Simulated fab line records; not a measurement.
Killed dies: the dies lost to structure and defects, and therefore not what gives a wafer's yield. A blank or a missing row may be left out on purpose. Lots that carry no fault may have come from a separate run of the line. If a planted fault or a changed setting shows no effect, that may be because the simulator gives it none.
A lot that was struck, set against a sound lot ; flow sky130 ; 18 out of 708 route steps
Sound: these wafers, L284.1, L284.4, L284.5. Struck: wafer L295.4 (L295.1, L295.3, from the same lot, were not struck and are left out); the cause is given at the end.
For every step that has rows: the tool of each side, followed by ch and its chambers, followed by its first start. Under that, the readings that differ: sound wafers ; struck wafers ; difference of the means ; sigmas: that difference in standard deviations of wafers without a fault.
alike: a reading whose means differ by less than 2 such deviations, as well as words and numbers matching on both sides. not compared: withheld readings; readings where some wafer has no value; bounds like >300 that might hide an equal value; numbers whose values overlap and for which the record gives no deviation.
A row with sigmas, a row that says differs or no value, or rows on one side alone: a step with any of these is where the two part. Numbers that don't overlap but have no deviation are shown without sigmas and don't part them. Lack of a reading on every wafer of one side parts them only where that side has two or more wafers.

first, 2 steps without rows for these wafers: SKY_VT_ADJUST_LVTN_PEB_05; SKY_VT_ADJUST_LVTN_DEVELOP_06 (develop time 60 s).
SKY_VT_ADJUST_LVTN_OVL_MEAS_07:
  sound on overlay-01, day 7 03:37; struck on overlay-02, day 9 21:06
reading;sound;struck;difference;sigmas
VT_ADJUST_LVTN_OVL (nm);-2.2 -1.6 -2.4;0.7;+2.8;+2
then, 1 step without rows for these wafers: SKY_VT_ADJUST_LVTN_IMPLANT_08.
SKY_VT_ADJUST_LVTN_STRIP_09: strips in O2/N2.
  sound on plasma asher-04 ch 0,1, day 7 03:49; struck on plasma asher-01 ch 1, day 9 21:17
reading;sound;struck;difference;sigmas
strip time to endpoint s (s);36.77 36.82 36.72;37.02;+0.25;+2
  alike: drypump motor current A, oes product au
  not compared: rf hours counter h
SKY_VT_ADJUST_LVTN_TW_MEAS_10:
  sound on film metro-04, day 7 03:55; struck on film metro-03, day 9 21:23
  alike: VT_ADJUST_LVTN_TW
then, 6 steps without rows for these wafers: SKY_VT_ADJUST_LVTN_DEHYDRATE_11 (time 60 s); SKY_VT_ADJUST_LVTN_HMDS_12 (prime time 60 s); SKY_VT_ADJUST_LVTN_COAT_13 (resist thk 1140 nm); SKY_VT_ADJUST_LVTN_SOFTBAKE_14 (time 60 s); SKY_VT_ADJUST_LVTN_EXPOSE_15 (exposes mask HVN STD DERIVED, target cd 600 nm); SKY_VT_ADJUST_LVTN_PEB_16.
SKY_VT_ADJUST_LVTN_DEVELOP_17: develop time 60 s.
  sound on litho track-02 ch 0, day 7 23:43; struck on litho track-04 ch 0, day 10 19:00
  alike: chill plate temp C
SKY_VT_ADJUST_LVTN_OVL_MEAS_18:
  sound on overlay-01, day 7 23:52; struck on overlay-02, day 10 19:09
  not compared: VT_ADJUST_LVTN_01_OVL
then, 1 step without rows for these wafers: SKY_VT_ADJUST_LVTN_IMPLANT_19.
SKY_VT_ADJUST_LVTN_STRIP_20: strips in O2/N2.
  sound on plasma asher-02 ch 0,1, day 8 00:03; struck on plasma asher-01 ch 0, day 10 19:20
reading;sound;struck;difference;sigmas
drypump motor current A (A);5.8 5.8 5.5;4.8;-0.9;-3
strip time to endpoint s (s);14.15 14.17 14.18;14.26;+0.09;+2
  alike: oes product au
  not compared: rf hours counter h
SKY_VT_ADJUST_LVTN_TW_MEAS_21:
  sound on film metro-03, day 8 00:09; struck on film metro-01, day 10 19:26
reading;sound;struck;difference;sigmas
VT_ADJUST_LVTN_2_TW;185.5 186.0 184.1;29.6;-155.6;-99 or more
then, 1 step without rows for these wafers: SKY_VT_ADJUST_NCORE_DEHYDRATE_00 (time 60 s).

WHERE THEY PART
At SKY_VT_ADJUST_LVTN_OVL_MEAS_07 first; at SKY_VT_ADJUST_LVTN_TW_MEAS_21 last (within this record only).

WHY: what the simulator had put in
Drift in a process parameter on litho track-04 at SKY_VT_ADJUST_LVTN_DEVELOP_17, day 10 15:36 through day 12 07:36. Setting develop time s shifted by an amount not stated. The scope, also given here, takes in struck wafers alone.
